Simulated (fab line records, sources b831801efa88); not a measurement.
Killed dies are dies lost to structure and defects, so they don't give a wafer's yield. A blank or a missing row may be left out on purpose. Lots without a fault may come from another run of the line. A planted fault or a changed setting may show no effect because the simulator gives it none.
Which tool did it? | flow sky130 | 11 lots, 33 wafers sampled, at 5 steps of a route of 708

WHAT THE GAUGES READ, wafer by wafer
The record holds no reading of a measuring or inspecting step that can be judged against a usual standard deviation.

WHICH TOOL RAN EACH LOT (tool, then ch and the chambers of the sampled wafers, then the start)
lot  | SKY_METAL1_CLEAN_22             | SKY_METAL5_SPUTTER_01        | SKY_PASSIVATION_ETCH_11            | SKY_PAD_OPEN_ETCH_07               | SKY_PAD_OPEN_PROBE_99
L464 | wet_bench-04 ch 2, day 32 23:05 | pvd_sputter-04, day 42 21:08 | rie_diel-02 ch 0,2, day 44 19:34   | rie_diel-03 ch 0,1, day 45 16:49   | -
L466 | wet_bench-04 ch 1, day 33 18:06 | pvd_sputter-03, day 43 15:14 | rie_diel-02 ch 0,2,3, day 45 13:22 | rie_diel-03 ch 0,2, day 46 10:10   | prober-01, day 46 12:38
L468 | wet_bench-04 ch 1, day 33 21:51 | pvd_sputter-04, day 43 17:59 | rie_diel-03 ch 1,2, day 45 14:52   | rie_diel-01 ch 0,1,2, day 46 11:13 | prober-02, day 46 13:35
L476 | wet_bench-01 ch 0, day 36 16:32 | pvd_sputter-04, day 46 02:47 | rie_diel-03 ch 0,3, day 47 18:10   | rie_diel-01 ch 1,2, day 48 13:22   | -
L477 | wet_bench-04 ch 0, day 37 01:10 | pvd_sputter-03, day 46 11:17 | rie_diel-02 ch 1,2,3, day 48 05:16 | rie_diel-01 ch 0,1,2, day 48 23:34 | -
L478 | wet_bench-03 ch 0, day 37 08:12 | pvd_sputter-01, day 46 15:45 | rie_diel-03 ch 0,1, day 48 08:17   | rie_diel-04 ch 0,1,2, day 49 01:37 | -
L480 | wet_bench-01 ch 2, day 37 17:09 | pvd_sputter-01, day 46 21:43 | rie_diel-02 ch 1,2, day 48 14:01   | rie_diel-01 ch 0,1,3, day 49 08:01 | prober-01, day 49 10:23
L481 | wet_bench-01 ch 2, day 37 23:12 | pvd_sputter-01, day 47 01:23 | rie_diel-02 ch 1,2,3, day 48 17:07 | rie_diel-03 ch 2,3, day 49 10:52   | prober-02, day 49 13:18
L485 | wet_bench-01 ch 0, day 39 05:57 | pvd_sputter-03, day 48 04:56 | rie_diel-03 ch 0,1,3, day 49 17:17 | rie_diel-01 ch 2,3, day 50 09:55   | prober-02, day 50 12:38
L486 | wet_bench-03 ch 1, day 39 13:09 | pvd_sputter-03, day 48 09:35 | rie_diel-02 ch 0,2, day 49 21:14   | rie_diel-04 ch 2,3, day 50 13:07   | prober-01, day 50 15:32
L487 | wet_bench-04 ch 2, day 39 18:38 | pvd_sputter-04, day 48 13:36 | rie_diel-02 ch 2,3, day 50 02:07   | rie_diel-04 ch 1,2,3, day 50 17:55 | prober-02, day 50 20:14
- SKY_METAL1_CLEAN_22: cleans in IPA, time 180 s.
- SKY_METAL5_SPUTTER_01: material TiN, target thk 20 nm, time 16.7 s.
- SKY_PASSIVATION_ETCH_11: etches the open film in CF4/O2, stops on AlCu, target depth 725 nm, time 161.1 s.
- SKY_PAD_OPEN_ETCH_07: etches the open film in CF4/O2, stops on AlCu, target depth 725 nm, time 161.1 s.
- SKY_PAD_OPEN_PROBE_99

WHAT THE TOOLS THEMSELVES READ (means of the sampled wafers that have a number; where no wafer has one, the mark that the record gives instead)
SKY_METAL5_SPUTTER_01.
lot  | tool           | chamber_pressure_pa (Pa) | throttle_valve_pct (%)
L464 | pvd_sputter-04 | 0.4000                   | 30.5
L466 | pvd_sputter-03 | 0.4001                   | 29.7
L468 | pvd_sputter-04 | 0.3999                   | 29.6
L476 | pvd_sputter-04 | 0.3997                   | 30.3
L477 | pvd_sputter-03 | 0.4007                   | 29.5
L478 | pvd_sputter-01 | 0.3995                   | 29.7
L480 | pvd_sputter-01 | 0.3998                   | 29.9
L481 | pvd_sputter-01 | 0.4000                   | 30.1
L485 | pvd_sputter-03 | 0.3998                   | 29.4
L486 | pvd_sputter-03 | 0.3994                   | 29.3
L487 | pvd_sputter-04 | 0.4001                   | 29.8

SKY_PASSIVATION_ETCH_11.
lot  | tool        | bias_w (W) | drypump_motor_current_A (A) | oes_product_au (a.u.) | rf_fwd_power_W (W) | throttle_valve_pct (%)
L464 | rie_diel-02 | 151.8      | 5.5                         | 0.979                 | 795.6              | 5.966
L466 | rie_diel-02 | 152.0      | 5.8                         | 0.975                 | 798.0              | 5.961
L468 | rie_diel-03 | 151.8      | 5.6                         | 0.977                 | 796.9              | 5.968
L476 | rie_diel-03 | 151.4      | 5.8                         | 0.984                 | 795.4              | 5.962
L477 | rie_diel-02 | 151.6      | 6.1                         | 0.975                 | 796.6              | 5.956
L478 | rie_diel-03 | 151.7      | 5.9                         | 0.979                 | 792.6              | 5.962
L480 | rie_diel-02 | 151.9      | 6.2                         | 0.981                 | 796.8              | 5.971
L481 | rie_diel-02 | 151.8      | 6.1                         | 0.972                 | 796.2              | 5.959
L485 | rie_diel-03 | 151.7      | 5.7                         | 0.972                 | 796.1              | 5.962
L486 | rie_diel-02 | 151.9      | 5.5                         | 0.979                 | 798.7              | 5.968
L487 | rie_diel-02 | 152.0      | 6.1                         | 0.978                 | 796.2              | 5.958

SKY_PAD_OPEN_ETCH_07.
lot  | tool        | bias_w (W) | drypump_motor_current_A (A) | oes_product_au (a.u.) | rf_fwd_power_W (W) | throttle_valve_pct (%)
L464 | rie_diel-03 | 150.0      | 5.9                         | 0.972                 | 797.9              | 5.963
L466 | rie_diel-03 | 149.8      | 5.7                         | 0.978                 | 799.3              | 5.967
L468 | rie_diel-01 | 149.9      | 5.3                         | 0.979                 | 796.3              | 5.968
L476 | rie_diel-01 | 150.3      | 5.1                         | 0.981                 | 796.6              | 5.965
L477 | rie_diel-01 | 149.8      | 5.3                         | 0.981                 | 793.8              | 5.971
L478 | rie_diel-04 | 149.9      | 5.9                         | 0.974                 | 794.3              | 5.966
L480 | rie_diel-01 | 150.2      | 5.5                         | 0.984                 | 795.1              | 5.963
L481 | rie_diel-03 | 150.0      | 5.3                         | 0.978                 | 795.4              | 5.969
L485 | rie_diel-01 | 150.0      | 5.2                         | 0.975                 | 797.5              | 5.967
L486 | rie_diel-04 | 150.0      | 5.5                         | 0.979                 | 796.7              | 5.959
L487 | rie_diel-04 | 149.4      | 5.7                         | 0.976                 | 794.6              | 5.967

SKY_PAD_OPEN_PROBE_99.
lot  | tool      | defect_limited_yield (%) | killed_at_M0_to_M3 | killed_at_M4_up | killed_at_contacts | killed_at_front_end | killed_at_other | killed_dies | killed_open | killed_short | sort_bin_3_pad_short (%) | sort_bin_5_function (%) | sort_bin_6_memory (%) | sort_n_pass | sort_yield_pct (%)
L466 | prober-01 | 75.7                     | 81                 | 3               | 23                 | 12                  | 0.3             | 120         | 45          | 39           | 3.0                      | 14.7                    | 6.6                   | 372         | 75.7
L468 | prober-02 | 74.7                     | 81                 | 2               | 28                 | 13                  | 0.3             | 124         | 46          | 42           | 2.6                      | 16.5                    | 6.2                   | 368         | 74.7
L480 | prober-01 | 80.9                     | 54                 | 2               | 25                 | 12                  | 0.0             | 94          | 58          | 36           | 0.6                      | 11.1                    | 7.3                   | 398         | 80.9
L481 | prober-02 | 83.6                     | 43                 | 3               | 22                 | 12                  | 0.0             | 81          | 46          | 35           | 0.7                      | 9.2                     | 6.5                   | 411         | 83.6
L485 | prober-02 | 81.7                     | 49                 | 3               | 22                 | 16                  | 0.3             | 90          | 49          | 41           | 0.9                      | 10.8                    | 6.6                   | 402         | 81.7
L486 | prober-01 | 84.6                     | 37                 | 5               | 23                 | 10                  | 1.0             | 76          | 42          | 34           | 0.6                      | 9.2                     | 5.6                   | 416         | 84.6
L487 | prober-02 | 82.7                     | 46                 | 3               | 22                 | 14                  | 0.0             | 85          | 46          | 39           | 1.0                      | 10.9                    | 5.4                   | 407         | 82.7

THE ANSWER, worked out from the rows above alone
Rule: what is usual is taken from the lots themselves. Put in order of their means at a reading, lots are off if they are a third of the lots or fewer, leave a main group of 4 or more, and stand apart from it by a gap of 3 or more times the standard deviation of the main group's means; of several such gaps the widest counts. A main group whose means are all the same, to the digits that the tables above print for the reading, isn't used. A lot without any number at a reading at which 4 lots or more have one is off too. The other lots that the step has rows for count as sound. The gauges are gone through in route order, then the tools' own readings, and for those a lot's mean is taken as printed above. The first step at which some lot is off is used, and at that step the reading that is off furthest; a lot without a number counts as furthest.
Off: L466, L468, at SKY_PAD_OPEN_PROBE_99 (sort_bin_3_pad_short). The main group: mean 0.8 %, standard deviation 0.16. Neither off nor sound, because the step has no rows for them: L464, L476, L477, L478.
A tool fits if, at that step or a process step before it, it ran every lot that is off, and no sound lot after the first of them. None of those tried fits.

WHAT THE SIMULATOR HAD PUT IN
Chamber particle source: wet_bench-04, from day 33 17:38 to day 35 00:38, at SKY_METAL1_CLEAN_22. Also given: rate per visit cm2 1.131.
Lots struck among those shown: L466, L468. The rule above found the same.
